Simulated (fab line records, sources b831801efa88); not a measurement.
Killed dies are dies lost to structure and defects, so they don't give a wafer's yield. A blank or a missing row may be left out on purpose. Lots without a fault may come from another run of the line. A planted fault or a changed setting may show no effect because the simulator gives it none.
fab line records | flow sky130
record lots=11 wafers=33 last_day=50
route steps=708 shown SONOS_ONO@181 GATE_OXIDE@201 RES_PROTECT@215 METAL3@536
lots that met no fault: from a run of the same line without faults
start_h: hours from the record's first day to the start of the lot's first wafer shown | wait_h: hours since the lot's step before | " the same as in the row above | L1.1+2: a row that stands for several wafers | - no value, or no start given | * or withheld: withheld | < > ~ a bound
route shown NAME@n: a module of which the file shows steps, and the number in the route of the first | usual: mean/standard deviation of fault-free wafers | same: alike in all rows | chamber/n: place in a boat | sites: the reading at each site | _std_site: their standard deviation | _edge_site: outer sites' mean less inner sites' | radius_mm: how far each site lies from the wafer's centre | mask NAME#n: copy n | behind: the tool/chamber that last shaped the wafer | hold: why the lot was held/for how many hours/how that ended | device: the transistor (n, p or np) that didn't switch | end of line: the same wafers' tests at the end of the route | a step without rows: its recipe alone | killed: dies lost to structure and defects at the first sort, not the wafer's yield | map: a wafer's dies, x killed, . not, _ none there
set.NAME: the setting as run; set.NAME@STEP: as run at that earlier step | model.NAME: the simulator's own value behind a step, which no gauge read
steps of the route over a sample of lots; a table a step, a row a wafer
services: from which hour (start_h, from the record's first day; less than 0 if before it) a tool's chamber was out of use, for how many hours, and why
## steps
# step SKY_SONOS_ONO_CD_MEAS_13
# recipe target_cd_nm=410
# usual cd_nm=409.6/2.2
# columns lot.wafer tool chamber start_h wait_h cd_nm
L140.1 cd_sem-01 - 294.71 0.1 409.4
L140.5 " - " " 411.2
L140.6 " - " " 409.6
L139.1 cd_sem-01 - 295.29 0.1 410.0
L139.3 " - " " 406.0
L139.6 " - " " 410.6
L143.1 cd_sem-02 - 339.19 0.1 407.5
L143.4 " - " " 410.8
L143.5 " - " " 409.1
L144.1 cd_sem-02 - 340.64 0.1 405.5
L144.2 " - " " 405.9
L144.3 " - " " 406.2
L146.2 cd_sem-02 - 348.88 0.1 410.6
L146.4 " - " " 411.7
L146.5 " - " " 408.7
L147.1 cd_sem-02 - 354.09 0.1 409.0
L147.2 " - " " 410.9
L147.5 " - " " 412.4
L148.1 cd_sem-01 - 364.09 0.1 411.3
L148.2 " - " " 408.9
L148.3 " - " " 409.6
L150.2 cd_sem-02 - 379.01 0.1 409.9
L150.3 " - " " 410.1
L150.5 " - " " 408.8
L157.1 cd_sem-02 - 443.84 0.1 408.1
L157.2 " - " " 407.1
L157.6 " - " " 410.1
L159.2 cd_sem-02 - 456.56 0.1 413.3
L159.3 " - " " 410.9
L159.6 " - " " 413.4
L160.2 cd_sem-02 - 466.51 0.1 410.7
L160.3 " - " " 410.7
L160.5 " - " " 411.2
# step SKY_GATE_OXIDE_TW_MEAS_14
# usual GATE_OXIDE_TW=224.6/1.4
# columns lot.wafer tool chamber start_h wait_h GATE_OXIDE_TW
L140.1 film_metro-03 - 320.24 0.1 222.5
L140.5 " - " " 221.7
L140.6 " - " " 222.6
L139.1 film_metro-02 - 321.53 0.1 225.7
L139.3 " - " " 226.6
L139.6 " - " " 226.6
L143.1 film_metro-02 - 369.43 0.1 224.9
L143.4 " - " " 225.3
L143.5 " - " " 225.1
L144.1 film_metro-02 - 370.97 0.1 225.8
L144.2 " - " " 225.6
L144.3 " - " " 225.4
L146.2 film_metro-03 - 378.78 0.1 223.3
L146.4 " - " " 222.2
L146.5 " - " " 224.3
L147.1 film_metro-02 - 384.62 0.1 225.5
L147.2 " - " " 225.2
L147.5 " - " " 225.2
L148.1 film_metro-01 - 394.83 0.1 225.8
L148.2 " - " " 224.5
L148.3 " - " " 223.5
L150.2 film_metro-02 - 411.59 0.1 225.1
L150.3 " - " " 223.9
L150.5 " - " " 226.4
L157.1 film_metro-01 - 477.03 0.1 224.8
L157.2 " - " " 224.8
L157.6 " - " " 227.3
L159.2 film_metro-02 - 489.51 0.1 226.1
L159.3 " - " " 223.0
L159.6 " - " " 223.6
L160.2 film_metro-01 - 500.11 0.1 225.4
L160.3 " - " " 226.3
L160.5 " - " " 225.8
# step SKY_RES_PROTECT_TW_MEAS_08
# usual POLY_GATE_TW=4043/43
# columns lot.wafer tool chamber start_h wait_h POLY_GATE_TW
L140.1 film_metro-01 - 350.59 0.1 4024
L140.5 " - " " 4002
L140.6 " - " " 4016
L139.1 film_metro-04 - 351.56 0.1 4086
L139.3 " - " " 4088
L139.6 " - " " 4075
L144.1 film_metro-03 - 402.99 0.1 3991
L144.2 " - " " 4002
L144.3 " - " " 4006
L143.1 film_metro-01 - 403.29 0.1 4037
L143.4 " - " " 4038
L143.5 " - " " 4013
L146.2 film_metro-01 - 412.60 0.1 4060
L146.4 " - " " 4030
L146.5 " - " " 4059
L147.1 film_metro-04 - 419.71 0.1 4096
L147.2 " - " " 4075
L147.5 " - " " 4079
L148.1 film_metro-03 - 427.49 0.1 4005
L148.2 " - " " 3984
L148.3 " - " " 4006
L150.2 film_metro-04 - 447.85 0.1 4101
L150.3 " - " " 4092
L150.5 " - " " 4101
L157.1 film_metro-03 - 510.65 0.1 4013
L157.2 " - " " 4005
L157.6 " - " " 4035
L159.2 film_metro-01 - 523.40 0.1 4054
L159.3 " - " " 4065
L159.6 " - " " 4067
L160.2 film_metro-04 - 534.51 0.1 4085
L160.3 " - " " 4093
L160.5 " - " " 4094
# step SKY_METAL3_SPUTTER_04
# recipe material=TiN target_thk_nm=70 power_w=6500 time_s=58.3 chamber_pressure_pa=0.4
# usual throttle_valve_pct=29.7/0.91
# columns lot.wafer tool chamber start_h wait_h throttle_valve_pct
L139.1 pvd_sputter-02 - 858.99 0.0 30.6
L139.3 " - " " 30.1
L139.6 " - " " 28.7
L140.1 pvd_sputter-01 - 859.57 0.0 28.7
L140.5 " - " " 28.5
L140.6 " - " " 29.5
L143.1 pvd_sputter-01 - 905.24 0.0 28.4
L143.4 " - " " 31.1
L143.5 " - " " 29.2
L144.1 pvd_sputter-02 - 907.21 0.0 30.5
L144.2 " - " " 30.2
L144.3 " - " " 28.8
L146.2 pvd_sputter-01 - 916.66 0.0 30.8
L146.4 " - " " 29.1
L146.5 " - " " 28.9
L147.1 pvd_sputter-02 - 923.92 0.0 30.2
L147.2 " - " " 30.6
L147.5 " - " " 30.0
L148.1 pvd_sputter-02 - 927.44 0.0 30.1
L148.2 " - " " 29.0
L148.3 " - " " 30.2
L150.2 pvd_sputter-01 - 941.79 0.0 29.0
L150.3 " - " " 31.0
L150.5 " - " " 29.2
L157.1 pvd_sputter-01 - 988.92 0.0 28.6
L157.2 " - " " 29.0
L157.6 " - " " 29.3
L159.2 pvd_sputter-02 - 1001.29 0.0 30.4
L159.3 " - " " 30.2
L159.6 " - " " 29.9
L160.2 pvd_sputter-02 - 1010.71 0.0 29.9
L160.3 " - " " 30.4
L160.5 " - " " 30.6
# step SKY_METAL3_METAL_ETCH_18
# recipe target_depth_a=8450 stop_on=SiO2 over_etch_frac=0.3 time_s=183.1 chemistry=Cl2/BCl3 resist_sidewall_deg=88 pressure_mtorr=10 icp_w=900 bias_w=48.5 Cl2_flow_sccm=60 bcl3_flow_sccm=30
# usual drypump_motor_current_A=5.7/0.56 oes_product_au=0.865/0.0058 throttle_valve_pct=22.264/0.0086
# columns lot.wafer tool chamber start_h wait_h drypump_motor_current_A oes_product_au rf_hours_counter_h throttle_valve_pct
L139.1 rie_metal-01 0 912.90 0.0 6.3 0.867 9 22.263
L139.3 " 1 " " 5.2 0.868 - 22.258
L139.6 " 0 " " 6.4 0.868 - 22.266
L140.1 rie_metal-04 1 913.24 0.0 6.0 0.860 9 22.264
L140.5 " 0 " " 6.0 0.877 - 22.258
L140.6 " 1 " " 6.0 0.863 - 22.282
L143.1 rie_metal-04 1 954.15 0.0 6.0 0.872 11 22.273
L143.4 " 0 " " 6.0 0.860 - 22.258
L143.5 " 0 " " 6.0 0.867 - 22.248
L144.1 rie_metal-01 1 956.91 0.0 5.2 0.856 4 22.281
L144.2 " 0 " " 6.4 0.873 12 22.284
L144.3 " 1 " " 5.2 0.858 - 22.265
L146.2 rie_metal-04 1 965.61 0.0 6.0 0.872 12 22.271
L146.4 " 1 " " 6.0 0.866 - 22.272
L146.5 " 1 " " 6.0 0.872 - 22.255
L147.1 rie_metal-03 0 973.16 0.0 5.6 0.854 9 22.254
L147.2 " 1 " " 4.7 0.865 11 22.268
L147.5 " 0 " " 5.6 0.866 - 22.253
L148.1 rie_metal-01 0 976.39 0.0 6.4 0.869 13 22.269
L148.2 " 1 " " 5.2 0.865 5 22.257
L148.3 " 1 " " 5.2 0.869 - 22.280
L150.2 rie_metal-01 1 989.25 0.0 5.2 0.869 6 22.265
L150.3 " 0 " " 6.3 0.878 - 22.266
L150.5 " 0 " " 6.4 0.863 - 22.258
L157.1 rie_metal-01 1 1035.39 0.0 5.2 0.862 9 22.281
L157.2 " 0 " " 6.3 0.855 17 22.281
L157.6 " 0 " " 6.3 0.902 - 22.264
L159.2 rie_metal-04 1 1046.39 0.0 6.0 0.866 18 22.258
L159.3 " 1 " " 6.0 0.874 - 22.257
L159.6 " 1 " " 6.0 0.874 - 22.265
L160.2 rie_metal-01 1 1057.34 0.0 5.2 0.867 11 22.259
L160.3 " 0 " " 6.4 0.871 - 22.268
L160.5 " 0 " " 6.4 0.874 - 22.267
## services
# columns tool chamber start_h hours kind
rie_metal-01 1 844.37 - clean
rie_metal-01 1 844.37 22.6 scheduled_down
rie_metal-01 1 844.37 22.6 vent_cycle
pvd_sputter-02 0 874.87 - consumable_replace:kit
pvd_sputter-02 0 874.87 18.0 scheduled_down
pvd_sputter-02 0 874.87 18.0 vent_cycle
pvd_sputter-02 - 878.24 2.6 repair
pvd_sputter-02 - 878.65 4.5 repair
rie_metal-01 1 895.68 5.8 repair
rie_metal-01 - 897.61 0.5 repair
pvd_sputter-01 - 901.17 3.3 repair
pvd_sputter-01 1 932.81 - consumable_replace:kit
pvd_sputter-01 1 932.81 18.0 scheduled_down
pvd_sputter-01 1 932.81 18.0 vent_cycle
rie_metal-01 - 942.45 2.6 repair
rie_metal-01 - 942.82 0.3 repair
rie_metal-03 - 974.87 1.2 repair
rie_metal-04 0 1014.67 - clean
rie_metal-04 0 1014.67 14.9 scheduled_down
rie_metal-04 0 1014.67 14.9 vent_cycle
pvd_sputter-02 3 1037.66 - consumable_replace:kit
pvd_sputter-02 3 1037.66 18.0 scheduled_down
pvd_sputter-02 3 1037.66 18.0 vent_cycle
pvd_sputter-01 - 1048.57 3.3 repair
## key
first_sign step=SKY_METAL3_METAL_ETCH_18 reading=oes_product_au direction=up sigmas=6.4 usual=0.865 struck=0.902
effect none on later readings
met_at SKY_METAL3_SPUTTER_04
struck_lots L157
struck_wafers L157.6
not_acting_at SKY_SONOS_ONO_CD_MEAS_13,SKY_GATE_OXIDE_TW_MEAS_14,SKY_RES_PROTECT_TW_MEAS_08
onset_between 941.79 988.92
fault kind=process_parameter_drift tool=pvd_sputter-01 chamber=- onset_h=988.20 steps=SKY_METAL3_SPUTTER_04 channel=target_thk_nm offset=64.3 shape=step end_h=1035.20 acts_in=these_recipes_only stated=70 scope=struck_wafers_only
